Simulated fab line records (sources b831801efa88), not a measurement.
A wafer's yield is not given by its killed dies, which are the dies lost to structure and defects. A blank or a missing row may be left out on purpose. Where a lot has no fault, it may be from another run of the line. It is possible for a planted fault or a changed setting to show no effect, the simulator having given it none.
Which of the tools did it? | flow gf180mcu | 7 lots with 20 wafers sampled at 3 steps, on a route of 602 steps

## WHAT THE GAUGES SHOWED, per wafer
GF_VT_IMPLANT_TW_MEAS_10.
lot  | measured     | on            | VT_IMPLANT_TW
L616 | day 5 21:55  | film_metro-04 | 554 555 554
L620 | day 6 22:43  | film_metro-03 | 554 553 555
L623 | day 7 16:25  | film_metro-04 | 564 560 560
L627 | day 8 18:48  | film_metro-04 | 30 30 30
L632 | day 9 23:17  | film_metro-03 | 558 549 554
L635 | day 10 18:18 | film_metro-01 | 558 559
L638 | day 11 13:37 | film_metro-01 | 554 561 557

## EACH LOT AND THE TOOL THAT RAN IT (in order: tool; ch and the chambers of the sampled wafers; start)
lot  | GF_MVPSD_STRIP_10                    | GF_VT_IMPLANT_STRIP_09
L616 | plasma_asher-03 ch 0,1, day 5 07:03  | plasma_asher-04 ch 0,1, day 5 21:48
L620 | plasma_asher-02 ch 0,1, day 6 06:55  | plasma_asher-04 ch 1, day 6 22:37
L623 | plasma_asher-01 ch 0,1, day 7 00:33  | plasma_asher-03 ch 0,1, day 7 16:18
L627 | plasma_asher-01 ch 0,1, day 8 02:35  | plasma_asher-02 ch 0,1, day 8 18:42
L632 | plasma_asher-03 ch 0,1, day 9 06:13  | plasma_asher-04 ch 0,1, day 9 23:00
L635 | plasma_asher-03 ch 1, day 9 23:12    | plasma_asher-04 ch 0, day 10 18:12
L638 | plasma_asher-02 ch 0,1, day 10 18:23 | plasma_asher-03 ch 0,1, day 11 13:32
- GF_MVPSD_STRIP_10: strips in O2/N2.
- GF_VT_IMPLANT_STRIP_09: strips in O2/N2.

## THE ANSWER, worked out from the rows above alone
Rule: what is usual is taken from the lots themselves. Put in order of their means at a reading, lots are off if they are a third of the lots or fewer, leave a main group of 4 or more, and stand apart from it by a gap of 3 or more times the standard deviation of the main group's means; of several such gaps the widest counts. If all means in a main group match to the digits the tables above print for the reading, that group is not used. Also off: a lot with no number at a reading for which 4 or more lots have one. Any other lot the step has rows for is counted as sound.
Off: at GF_VT_IMPLANT_TW_MEAS_10 (VT_IMPLANT_TW), L627. For the main group the mean is 557 and the standard deviation 2.8.
If a tool, at a process step before that reading, ran all the lots that are off and no sound lot after the first of them, it fits. Those tools and the gauges at GF_VT_IMPLANT_TW_MEAS_10 are tried in the same way. Can't be told from this: 3 tools fit, plasma_asher-01 at GF_MVPSD_STRIP_10, plasma_asher-02 at GF_VT_IMPLANT_STRIP_09, film_metro-04 at GF_VT_IMPLANT_TW_MEAS_10.

## WHAT WAS PUT IN BY THE SIMULATOR
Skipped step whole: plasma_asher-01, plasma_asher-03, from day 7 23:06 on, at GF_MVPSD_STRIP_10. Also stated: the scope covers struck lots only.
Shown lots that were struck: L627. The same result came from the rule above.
